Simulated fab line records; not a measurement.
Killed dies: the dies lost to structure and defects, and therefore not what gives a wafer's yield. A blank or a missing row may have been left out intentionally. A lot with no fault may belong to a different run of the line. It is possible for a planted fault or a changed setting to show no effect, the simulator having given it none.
What tool caused it? + flow gf180mcu + Sampling: 13 lots, 39 wafers, 5 of 602 route steps

WHAT THE GAUGES READ, wafer by wafer
GF_STI_THK_MEAS_04. Usual: STI_CVD_03_THK typically reads 207.0 nm, with standard deviation 2.1.
| lot  | measured    | on            | STI_CVD_03_THK (nm) | flag |
|------|-------------|---------------|---------------------|------|
| L982 | day 1 19:57 | film-metro-01 | 205.1 204.3 205.9   |      |
| L983 | day 1 23:34 | film-metro-02 | 205.9 208.0 205.7   |      |
| L984 | day 2 06:02 | film-metro-02 | 205.7 208.2 204.2   |      |
| L985 | day 2 10:19 | film-metro-02 | 209.0 208.5 207.7   |      |
| L987 | day 2 19:34 | film-metro-02 | 210.0 210.6 209.7   |      |
| L988 | day 3 01:26 | film-metro-01 | 205.9 207.1 205.7   |      |
| L989 | day 3 06:23 | film-metro-02 | 207.6 206.3 205.0   |      |
| L990 | day 3 11:37 | film-metro-02 | 205.8 205.7 205.8   |      |
| L996 | day 4 16:34 | film-metro-01 | 204.0 202.8 201.7   |      |
| L998 | day 5 03:56 | film-metro-03 | 214.6 214.8 219.3   | OFF  |
| L101 | day 5 17:34 | film-metro-02 | 210.3 207.3 209.3   |      |
| L103 | day 6 03:34 | film-metro-02 | 206.8 207.0 206.2   |      |
| L104 | day 6 08:41 | film-metro-01 | 206.4 206.2 206.3   |      |

GF_V1_CD_MEAS_14: the cd target is 260 nm. Usual: cd-nm reads 260.1 nm (standard deviation 1.3).
| lot  | measured     | on        | cd-nm (nm)        | flag |
|------|--------------|-----------|-------------------|------|
| L982 | day 18 13:17 | cd-sem-01 | 258.1 257.4 258.1 |      |
| L983 | day 18 22:22 | cd-sem-02 | 260.1 259.9 260.8 |      |
| L984 | day 19 08:18 | cd-sem-01 | 260.1 259.2 260.9 |      |
| L985 | day 19 19:48 | cd-sem-02 | 261.3 261.5 261.3 |      |
| L987 | day 20 07:57 | cd-sem-01 | 259.0 258.4 257.3 |      |
| L988 | day 20 23:24 | cd-sem-02 | 258.5 258.2 259.6 |      |
| L989 | day 21 07:55 | cd-sem-02 | 260.1 260.3 259.7 |      |
| L990 | day 21 13:30 | cd-sem-02 | 258.2 257.5 258.3 |      |
| L996 | day 23 14:28 | cd-sem-02 | 260.5 260.6 259.6 |      |
| L998 | day 24 12:01 | cd-sem-02 | 261.4 262.4 261.3 |      |
| L101 | day 25 06:30 | cd-sem-01 | 260.6 260.3 260.0 |      |
| L103 | day 25 23:31 | cd-sem-02 | 260.7 262.1 261.4 |      |
| L104 | day 26 02:29 | cd-sem-01 | 258.9 259.2 258.3 |      |

GF_V1_OVL_MEAS_15. Usual: V1_OVL typically reads 0 nm, with standard deviation 5.6.
| lot  | measured     | on         | V1_OVL (nm) | flag |
|------|--------------|------------|-------------|------|
| L982 | day 18 13:23 | overlay-02 | 7 5 10      |      |
| L983 | day 18 22:29 | overlay-02 | -2 0 1      |      |
| L984 | day 19 08:25 | overlay-02 | -5 -2 2     |      |
| L985 | day 19 19:53 | overlay-01 | -10 0 -3    |      |
| L987 | day 20 08:04 | overlay-02 | -2 4 -3     |      |
| L988 | day 20 23:31 | overlay-02 | -3 1 3      |      |
| L989 | day 21 08:02 | overlay-01 | -13 -8 -12  |      |
| L990 | day 21 13:37 | overlay-01 | -4 -7 -1    |      |
| L996 | day 23 14:35 | overlay-02 | -6 2 2      |      |
| L998 | day 24 12:08 | overlay-02 | 5 -2 1      |      |
| L101 | day 25 06:37 | overlay-02 | -7 1 0      |      |
| L103 | day 25 23:38 | overlay-01 | -4 -2 -2    |      |
| L104 | day 26 02:35 | overlay-01 | 7 5 7       |      |

WHICH TOOL RAN EACH LOT (tool, then ch and the chambers of the sampled wafers, then the start)
| lot  | GF_STI_CVD_03              | GF_CONTACT_ETCH_16                 |
|------|----------------------------|------------------------------------|
| L982 | lpcvd-02 ch 0, day 1 17:57 | rie-diel-03 ch 0,3, day 16 12:00   |
| L983 | lpcvd-02 ch 0, day 1 21:34 | rie-diel-03 ch 0,2,3, day 16 20:12 |
| L984 | lpcvd-01 ch 0, day 2 03:03 | rie-diel-01 ch 1,2,3, day 17 05:49 |
| L985 | lpcvd-02 ch 0, day 2 08:18 | rie-diel-04 ch 2,3, day 17 16:40   |
| L987 | lpcvd-01 ch 0, day 2 17:34 | rie-diel-04 ch 1,3, day 18 05:28   |
| L988 | lpcvd-01 ch 1, day 2 23:27 | rie-diel-03 ch 1,2, day 18 19:15   |
| L989 | lpcvd-02 ch 0, day 3 04:24 | rie-diel-01 ch 0,2,3, day 19 04:27 |
| L990 | lpcvd-02 ch 1, day 3 09:37 | rie-diel-04 ch 1,2, day 19 10:04   |
| L996 | lpcvd-01 ch 1, day 4 14:34 | rie-diel-01 ch 0,1,2, day 21 14:19 |
| L998 | lpcvd-02 ch 1, day 5 00:56 | rie-diel-01 ch 1,3, day 22 12:36   |
| L101 | lpcvd-01 ch 0, day 5 15:34 | rie-diel-04 ch 0,1,2, day 23 07:10 |
| L103 | lpcvd-01 ch 0, day 6 01:34 | rie-diel-03 ch 0,1,3, day 23 22:10 |
| L104 | lpcvd-01 ch 0, day 6 06:40 | rie-diel-03 ch 0,1, day 24 04:43   |
- GF_STI_CVD_03: deposits Si3N4 from DCS/NH3, target thk 207.16 nm, time 3551 s.
- GF_CONTACT_ETCH_16: etches BARC in N2/H2.

WHAT THE TOOLS THEMSELVES READ (means of the sampled wafers that have a number; where no wafer has one, the mark that the record gives instead)
GF_STI_CVD_03. Usual: spike-tc-centre-C 769.3 C, standard deviation 1.1; zone-power-centre-pct 13.1 %, standard deviation 1; zone-power-lower-pct 13.7 %, standard deviation 0.87.
| lot  | tool     | spike-tc-centre-C (C) | zone-power-centre-pct (%) | zone-power-lower-pct (%) | flag |
|------|----------|-----------------------|---------------------------|--------------------------|------|
| L982 | lpcvd-02 | 770.2                 | 13.5                      | 12.6                     |      |
| L983 | lpcvd-02 | 769.4                 | 13.5                      | 12.8                     |      |
| L984 | lpcvd-01 | 769.4                 | 11.7                      | 14.6                     |      |
| L985 | lpcvd-02 | 768.6                 | 13.5                      | 12.7                     |      |
| L987 | lpcvd-01 | 768.2                 | 11.8                      | 14.9                     |      |
| L988 | lpcvd-01 | 769.9                 | 14.2                      | 13.5                     |      |
| L989 | lpcvd-02 | 768.8                 | 13.5                      | 12.9                     |      |
| L990 | lpcvd-02 | 769.6                 | 14.2                      | 13.0                     |      |
| L996 | lpcvd-01 | 769.4                 | 14.2                      | 13.5                     |      |
| L998 | lpcvd-02 | 781.5                 | 17.3                      | 11.6                     | OFF  |
| L101 | lpcvd-01 | 768.6                 | 11.9                      | 14.7                     |      |
| L103 | lpcvd-01 | 769.0                 | 11.8                      | 14.6                     |      |
| L104 | lpcvd-01 | 769.9                 | 11.8                      | 14.7                     |      |

GF_CONTACT_ETCH_16. Usual: chamber-pressure-mTorr 29.998 mTorr, standard deviation 0.026; drypump-motor-current-A 5.5 A, standard deviation 0.44; oes-product-au 0.855 a.u., standard deviation 0.0046; throttle-valve-pct 13.225 %, standard deviation 0.0092.
| lot  | tool        | chamber-pressure-mTorr (mTorr) | drypump-motor-current-A (A) | oes-product-au (a.u.) | throttle-valve-pct (%) | flag |
|------|-------------|--------------------------------|-----------------------------|-----------------------|------------------------|------|
| L982 | rie-diel-03 | 30.013                         | 5.0                         | 0.850                 | 13.231                 |      |
| L983 | rie-diel-03 | 29.988                         | 5.3                         | 0.852                 | 13.223                 |      |
| L984 | rie-diel-01 | 29.970                         | 5.9                         | 0.852                 | 13.223                 |      |
| L985 | rie-diel-04 | 29.997                         | 5.2                         | 0.853                 | 13.216                 |      |
| L987 | rie-diel-04 | 30.008                         | 5.8                         | 0.861                 | 13.218                 |      |
| L988 | rie-diel-03 | 30.000                         | 5.5                         | 0.856                 | 13.235                 |      |
| L989 | rie-diel-01 | 30.011                         | 5.8                         | 0.858                 | 13.228                 |      |
| L990 | rie-diel-04 | 29.981                         | 5.5                         | 0.857                 | 13.220                 |      |
| L996 | rie-diel-01 | 29.993                         | 5.9                         | 0.854                 | 13.227                 |      |
| L998 | rie-diel-01 | 30.010                         | 6.0                         | 0.856                 | 13.228                 |      |
| L101 | rie-diel-04 | 29.995                         | 5.1                         | 0.859                 | 13.230                 |      |
| L103 | rie-diel-03 | 30.015                         | 5.2                         | 0.855                 | 13.235                 |      |
| L104 | rie-diel-03 | 30.011                         | 5.3                         | 0.855                 | 13.218                 |      |

THE ANSWER, worked out from the rows above alone
Rule: a lot counts as off when the mean over its wafers that have a number is more than 3 standard deviations away from the usual mean. A lot without any number at a reading at which 4 lots or more have one is off too. The other lots that the step has rows for count as sound. After the gauges, taken in route order, come the tools' own readings; for these a lot's mean is taken, as printed above. The first step at which some lot is off is used, and at that step the reading that is off furthest; a lot without a number counts as furthest.
Off: at GF_STI_THK_MEAS_04 (STI_CVD_03_THK), L998.
If a tool, at a process step before that reading, ran all the lots that are off and no sound lot after the first of them, it fits. Not tried: the gauges at GF_STI_THK_MEAS_04; whatever is off there is also off at GF_STI_CVD_03, on other tools, and gauge error can't account for it. One fits: lpcvd-02 at GF_STI_CVD_03. A fault onset in the window from L990 (day 3 09:37, its last sound lot) to L998 (day 5 00:56, its first lot off) fits.
On the lots that are off, the tool's own readings at GF_STI_CVD_03 differ by more than 5 times the standard deviation of the sound lots' means, which bears it out; spike-tc-centre-C reads 781.5 C there versus 769.2 C on the sound lots.

WHAT THE SIMULATOR PUT IN
lpcvd-02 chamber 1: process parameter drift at GF_STI_CVD_03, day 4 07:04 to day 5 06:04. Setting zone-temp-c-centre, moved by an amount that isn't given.
Struck lots among those shown: L998. The rule above found the same.
